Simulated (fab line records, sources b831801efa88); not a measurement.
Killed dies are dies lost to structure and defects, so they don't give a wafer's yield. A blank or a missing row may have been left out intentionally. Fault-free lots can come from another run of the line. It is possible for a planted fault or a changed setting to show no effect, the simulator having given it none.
Split-lot experiment | flow sfq line | 5 lots, 23 wafers read, on a route of 325 steps

## ABOUT THE SPLIT
At SFQ_TRILAYER_M5_LITHO_EXPOSE_124 (exposes mask M5, target cd 700 nm), the setting dose mj was moved away from the recipe's 14.4 on 4 of the 23 wafers read, by -4.8% to +6.5%. For the rest of the wafers, this setting stayed at what the recipe calls for.

## FROM THE SPLIT TO THE READING: what the file shows between them, 3 steps
- SFQ_TRILAYER_M5_LITHO_PEB_126: peb time 60 s
- SFQ_TRILAYER_M5_LITHO_DEVELOP_125: time 60 s
- SFQ_TRILAYER_M5_BARC_OPEN_METAL_ETCH_161: etches BARC in O2, target depth 125 nm, time 41.7 s

## THE READING
M5.cd nm (the simulator's own value, which no gauge read), in nm, at SFQ_TRILAYER_M5_ETCH_METAL_ETCH_126 (etches Nb in Cl2/BCl3, stops on SiO2, time 203.2 s, target depth 265 nm). The file gives no usual value for it. Average 701.2 nm, standard deviation 2.1 nm, over the 19 wafers here run with the recipe.

wafer  | tool, chamber at the split | dose mj as run | against the recipe | M5.cd nm, nm | against lot-mates on the recipe
L078.2 | krf scanner-02, 0          | 15.34          | +6.5%              | 689          | -11.2
L078.3 | krf scanner-02, 0          | 15.34          | +6.5%              | 691.8        | -8.4
L078.4 | krf scanner-02, 0          | 14.4           | recipe             | 699.9        | -
L078.5 | krf scanner-02, 0          | 14.4           | recipe             | 701.2        | -
L078.6 | krf scanner-02, 0          | 14.4           | recipe             | 699.5        | -
L079.1 | krf scanner-02, 0          | 14.4           | recipe             | 703          | -
L079.2 | krf scanner-02, 0          | 14.4           | recipe             | 699.7        | -
L079.3 | krf scanner-02, 0          | 14.4           | recipe             | 704.4        | -
L081.1 | krf scanner-02, 0          | 14.4           | recipe             | 700.9        | -
L081.2 | krf scanner-02, 0          | 14.4           | recipe             | 697.6        | -
L081.4 | krf scanner-02, 0          | 13.71          | -4.8%              | 705.8        | +6.7
L081.5 | krf scanner-02, 0          | 14.4           | recipe             | 698.9        | -
L081.6 | krf scanner-02, 0          | 13.71          | -4.8%              | 703.8        | +4.7
L083.1 | krf scanner-02, 0          | 14.4           | recipe             | 700.1        | -
L083.3 | krf scanner-02, 0          | 14.4           | recipe             | 702.4        | -
L083.4 | krf scanner-02, 0          | 14.4           | recipe             | 699          | -
L083.5 | krf scanner-02, 0          | 14.4           | recipe             | 699.8        | -
L083.6 | krf scanner-02, 0          | 14.4           | recipe             | 699.1        | -
L084.1 | krf scanner-02, 0          | 14.4           | recipe             | 702.5        | -
L084.2 | krf scanner-02, 0          | 14.4           | recipe             | 704.8        | -
L084.3 | krf scanner-02, 0          | 14.4           | recipe             | 702.6        | -
L084.5 | krf scanner-02, 0          | 14.4           | recipe             | 705.4        | -
L084.6 | krf scanner-02, 0          | 14.4           | recipe             | 701.3        | -

THE FIT
A straight line over all 23 wafers: M5.cd nm changes by -1.33 nm for each +1% of dose mj; r = -0.82; the points scatter about the line by 2.3 nm.
The same after taking each lot's own level away (the mean of its wafers on the recipe; 23 wafers): -1.39 nm for each +1%; r = -0.92; scatter 1.5 nm.
Per that fit: largest dose mj move, reading shift of 9 nm.
The span of the lots' own levels, 699.13 to 703.32 nm, comes to 2.0 times the standard deviation stated above.
Consequently the slope shifts little with the lot-to-lot level, the two slopes agreeing.
Check: with one of the wafers moved furthest among these (+6.5%) left out of the fit, the line predicts -8.09 nm for it against its lot-mates. It came out at -11.2 nm against them.

## THE OTHER SPLITS THESE WAFERS WENT THROUGH
These wafers also went through other splits before the reading. Each is held against what the fit with the lots' levels taken away leaves over:
other split on the same wafers                      | wafers away from the commonest value | r with M5.cd nm (lot level and that fit taken away)
SFQ_TRILAYER_JJ_TRILAYER_DEP_SPUTTER_112 time s     | 8                                    | +0.12
SFQ_TRILAYER_JJ_CE_LITHO_PEB_117 peb time s         | 6                                    | -0.10
SFQ_TRILAYER_JJ_CE_BARC_OPEN_RIE_150 pressure mtorr | 15                                   | -0.10

## THE WHOLE CHAIN: every reading that the file lists as answering this split, in the file's order
step                                     | what it does                                                            | reading                                                   | change (the file's fit)              | r (the file's)
SFQ_TRILAYER_M5_BARC_OPEN_METAL_ETCH_161 | etches BARC in O2, target depth 125 nm, time 41.7 s                     | M5.cd nm (the simulator's own value, which no gauge read) | -1.6 nm for each +1% of the setting  | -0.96
SFQ_TRILAYER_M5_ETCH_METAL_ETCH_126      | etches Nb in Cl2/BCl3, stops on SiO2, time 203.2 s, target depth 265 nm | M5.cd nm (the simulator's own value, which no gauge read) | -1.39 nm for each +1% of the setting | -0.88

## THE FILE'S OWN FIT
M5.cd nm changes by -1.39 nm for each +1% of dose mj, r = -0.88.
